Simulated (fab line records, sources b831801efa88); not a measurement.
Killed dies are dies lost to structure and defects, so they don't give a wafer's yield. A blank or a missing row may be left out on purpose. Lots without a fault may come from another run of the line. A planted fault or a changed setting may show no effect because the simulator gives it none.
Chamber matching | flow gf180mcu | GF_V4_CMP_26 on cmp-01: 4 sister chambers
The step polishes, stops on SiO2, t overpolish 15 s, target thk 0 nm. 8 wafers are shown with their chamber, then 9 later ones without.

WAFERS WITH THEIR CHAMBER
wafer  | chamber | motor_current_A (A) | time_to_endpoint_s (s)
L343.3 | 1       | 10.5                | 87
L343.6 | 1       | 10.8                | 84
L347.1 | 2       | 9.1                 | 82
L347.2 | 3       | 10.2                | 85
L347.3 | 0       | 11.8                | 88
L351.2 | 0       | 11.7                | 82
L351.4 | 2       | 8.7                 | 75
L351.5 | 3       | 10.3                | 80

WAFERS WITHOUT THEIR CHAMBER
wafer  | motor_current_A (A) | time_to_endpoint_s (s)
L352.1 | 10.0                | 85
L352.3 | 9.6                 | 84
L352.6 | 9.4                 | 84
L357.1 | 12.1                | 86
L357.4 | 10.4                | 85
L357.5 | 10.9                | 84
L359.2 | 9.8                 | 76
L359.4 | 9.8                 | 79
L359.5 | 10.1                | 77

WHICH CHAMBER EACH WENT THROUGH
wafer  | from the rows above     | in truth
L352.1 | 3                       | 3
L352.3 | can't be placed: 3 or 2 | 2
L352.6 | can't be placed: 2 or 3 | 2
L357.1 | 0                       | 0
L357.4 | can't be placed: 3 or 1 | 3
L357.5 | 1                       | 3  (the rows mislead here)
L359.2 | can't be placed: 3 or 2 | 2
L359.4 | 3                       | 3
L359.5 | 3                       | 3
Placed correctly: 4 of 9. Can't be placed from these rows: 4 (the true chamber is among the candidates in 4). Placed wrongly: 1.
How it was worked out, from the rows above alone: a wafer's distance from a chamber is the root of the sum, over the readings, of the square of ((its reading less the chamber's mean) divided by the reading's scatter). The wafer belongs to the nearest chamber; if the next one is less than 2 further off, it can't be placed. A chamber's mean is the mean of its shown wafers. The scatter: the root of (the sum of the squares of (reading less its chamber's mean) over the shown wafers, divided by (wafers less chambers)).
